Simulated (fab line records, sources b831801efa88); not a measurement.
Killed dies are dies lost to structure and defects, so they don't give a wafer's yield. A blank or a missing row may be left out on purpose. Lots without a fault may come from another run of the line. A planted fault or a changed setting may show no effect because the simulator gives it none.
Which tool did it? | flow sky130 | 13 lots, 39 wafers sampled, at 4 steps of a route of 708

WHAT THE GAUGES READ, wafer by wafer
SKY_NWELL_THK_MEAS_02.
lot  | measured    | on            | NWELL_OXIDATION_THK (nm)
L781 | day 2 12:41 | film_metro-04 | 9.96 9.83 9.90
L782 | day 2 17:39 | film_metro-04 | 10.07 9.93 10.09
L784 | day 3 04:19 | film_metro-04 | 9.86 9.89 9.73
L785 | day 3 10:45 | film_metro-03 | 10.25 10.35 10.26
L786 | day 3 14:38 | film_metro-02 | 9.75 10.10 9.95
L788 | day 4 16:59 | film_metro-03 | 9.87 9.87 9.92
L789 | day 4 22:47 | film_metro-04 | 9.99 9.91 10.20
L790 | day 4 22:46 | film_metro-03 | 9.76 9.84 9.86
L799 | day 6 15:26 | film_metro-02 | 10.19 10.26 10.22
L800 | day 6 15:26 | film_metro-04 | 10.05 10.21 10.15
L801 | day 6 23:26 | film_metro-02 | 10.23 10.10 10.24
L802 | day 7 04:46 | film_metro-03 | 10.23 9.91 10.03
L804 | day 7 11:17 | film_metro-02 | 9.81 9.62 9.82

SKY_VT_ADJUST_NCORE_OVL_MEAS_08.
lot  | measured     | on         | VT_ADJUST_NCORE_OVL (nm)
L781 | day 8 07:58  | overlay-01 | 2.0 2.9 3.1
L782 | day 8 15:11  | overlay-01 | 1.3 1.8 0.1
L784 | day 9 05:09  | overlay-01 | 2.3 2.2 1.1
L785 | day 9 13:28  | overlay-01 | 4.0 4.2 2.2
L786 | day 9 18:19  | overlay-02 | 2.5 2.2 0.6
L788 | day 11 07:01 | overlay-01 | 2.8 1.6 2.6
L789 | day 11 16:47 | overlay-02 | 3.5 3.0 1.7
L790 | day 11 16:25 | overlay-02 | 2.8 2.6 1.4
L799 | day 14 06:28 | overlay-02 | 0.5 0.7 -1.7
L800 | day 14 06:38 | overlay-02 | 2.7 3.3 3.7
L801 | day 14 15:02 | overlay-01 | 1.6 0.0 1.4
L802 | day 14 22:41 | overlay-02 | 1.1 1.6 0.1
L804 | day 15 05:30 | overlay-02 | 2.1 2.0 2.9

WHICH TOOL RAN EACH LOT (tool, then ch and the chambers of the sampled wafers, then the start)
lot  | SKY_FIELD_ISO_ETCH_15             | SKY_VT_ADJUST_LVTN_DEHYDRATE_00
L781 | rie_diel-02 ch 0,2, day 2 04:55   | litho_track-01 ch 0, day 6 06:21
L782 | rie_diel-04 ch 2,3, day 2 09:05   | litho_track-02 ch 0, day 6 13:11
L784 | rie_diel-03 ch 1,2, day 2 20:52   | litho_track-02 ch 0, day 7 03:56
L785 | rie_diel-04 ch 1,3, day 3 02:55   | litho_track-02 ch 0, day 7 10:20
L786 | rie_diel-03 ch 0,1,3, day 3 07:16 | litho_track-01 ch 0, day 7 15:13
L788 | rie_diel-02 ch 1,2, day 3 19:14   | litho_track-02 ch 0, day 8 22:59
L789 | rie_diel-04 ch 1,2,3, day 3 23:52 | litho_track-02 ch 0, day 9 09:29
L790 | rie_diel-02 ch 0,1,3, day 4 05:56 | litho_track-02 ch 0, day 9 08:47
L799 | rie_diel-04 ch 1,2, day 6 04:53   | litho_track-01 ch 0, day 11 10:40
L800 | rie_diel-04 ch 1,2, day 6 07:17   | litho_track-04 ch 0, day 11 12:20
L801 | rie_diel-03 ch 1,2,3, day 6 12:29 | litho_track-04 ch 0, day 11 20:19
L802 | rie_diel-03 ch 2,3, day 6 18:41   | litho_track-04 ch 0, day 12 02:41
L804 | rie_diel-02 ch 1,2, day 7 03:28   | litho_track-04 ch 0, day 12 11:58
- SKY_FIELD_ISO_ETCH_15: etches the open film in CHF3/O2, stops on Si, target depth 180 nm, time 72 s.
- SKY_VT_ADJUST_LVTN_DEHYDRATE_00: time 60 s.

WHAT THE TOOLS THEMSELVES READ (means of the sampled wafers that have a number; where no wafer has one, the mark that the record gives instead)
SKY_FIELD_ISO_ETCH_15.
lot  | tool        | drypump_motor_current_A (A) | oes_product_au (a.u.) | throttle_valve_pct (%)
L781 | rie_diel-02 | 5.3                         | 0.954                 | 8.845
L782 | rie_diel-04 | 5.8                         | 0.955                 | 8.840
L784 | rie_diel-03 | 5.3                         | 0.959                 | 8.854
L785 | rie_diel-04 | 5.8                         | 0.951                 | 8.844
L786 | rie_diel-03 | 6.0                         | 0.940                 | 8.844
L788 | rie_diel-02 | 5.5                         | 0.955                 | 8.844
L789 | rie_diel-04 | 5.7                         | 0.956                 | 8.853
L790 | rie_diel-02 | 5.5                         | 0.950                 | 8.852
L799 | rie_diel-04 | 5.6                         | 0.953                 | 8.848
L800 | rie_diel-04 | 5.5                         | 0.954                 | 8.843
L801 | rie_diel-03 | 5.7                         | 0.950                 | 8.848
L802 | rie_diel-03 | 5.9                         | 0.948                 | 8.844
L804 | rie_diel-02 | 5.5                         | 0.950                 | 8.842

SKY_VT_ADJUST_LVTN_DEHYDRATE_00.
lot  | tool           | heater_power_total_W (W) | plate_temp_C (C)
L781 | litho_track-01 | 160.41                   | 200.13
L782 | litho_track-02 | 160.39                   | 200.05
L784 | litho_track-02 | 160.32                   | 200.00
L785 | litho_track-02 | 160.28                   | 199.75
L786 | litho_track-01 | 160.51                   | 199.74
L788 | litho_track-02 | 160.34                   | 200.28
L789 | litho_track-02 | 161.92                   | 201.58
L790 | litho_track-02 | 161.88                   | 201.60
L799 | litho_track-01 | 160.50                   | 200.11
L800 | litho_track-04 | 160.44                   | 200.10
L801 | litho_track-04 | 160.36                   | 199.95
L802 | litho_track-04 | 160.43                   | 200.00
L804 | litho_track-04 | 160.42                   | 200.01

THE ANSWER, worked out from the rows above alone
Rule: what is usual is taken from the lots themselves. Put in order of their means at a reading, lots are off if they are a third of the lots or fewer, leave a main group of 4 or more, and stand apart from it by a gap of 3 or more times the standard deviation of the main group's means; of several such gaps the widest counts. A main group whose means are all the same, to the digits that the tables above print for the reading, isn't used. A lot without any number at a reading at which 4 lots or more have one is off too. The other lots that the step has rows for count as sound. The gauges are gone through in route order, then the tools' own readings, and for those a lot's mean is taken as printed above. The first step at which some lot is off is used, and at that step the reading that is off furthest; a lot without a number counts as furthest.
Off: L789, L790, at SKY_VT_ADJUST_LVTN_DEHYDRATE_00 (heater_power_total_W). The main group: mean 160.40 W, standard deviation 0.068.
A tool fits if, at that step or a process step before it, it ran every lot that is off, and no sound lot after the first of them. One fits: litho_track-02 at SKY_VT_ADJUST_LVTN_DEHYDRATE_00. Its last sound lot is L788 (day 8 22:59), its first lot that is off L790 (day 9 08:47): a fault that began between those two fits.
The tool's own readings at SKY_VT_ADJUST_LVTN_DEHYDRATE_00 bear it out: on the lots that are off they differ by more than 5 times the standard deviation of the sound lots' means. heater_power_total_W reads 161.90 W there against 160.40 W on the sound lots; plate_temp_C reads 201.59 C there against 200.01 C on the sound lots.

WHAT THE SIMULATOR HAD PUT IN
Process parameter drift: litho_track-02, from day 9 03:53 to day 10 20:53, at SKY_VT_ADJUST_LVTN_DEHYDRATE_00. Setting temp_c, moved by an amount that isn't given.
Lots struck among those shown: L790, L789. The rule above found the same.
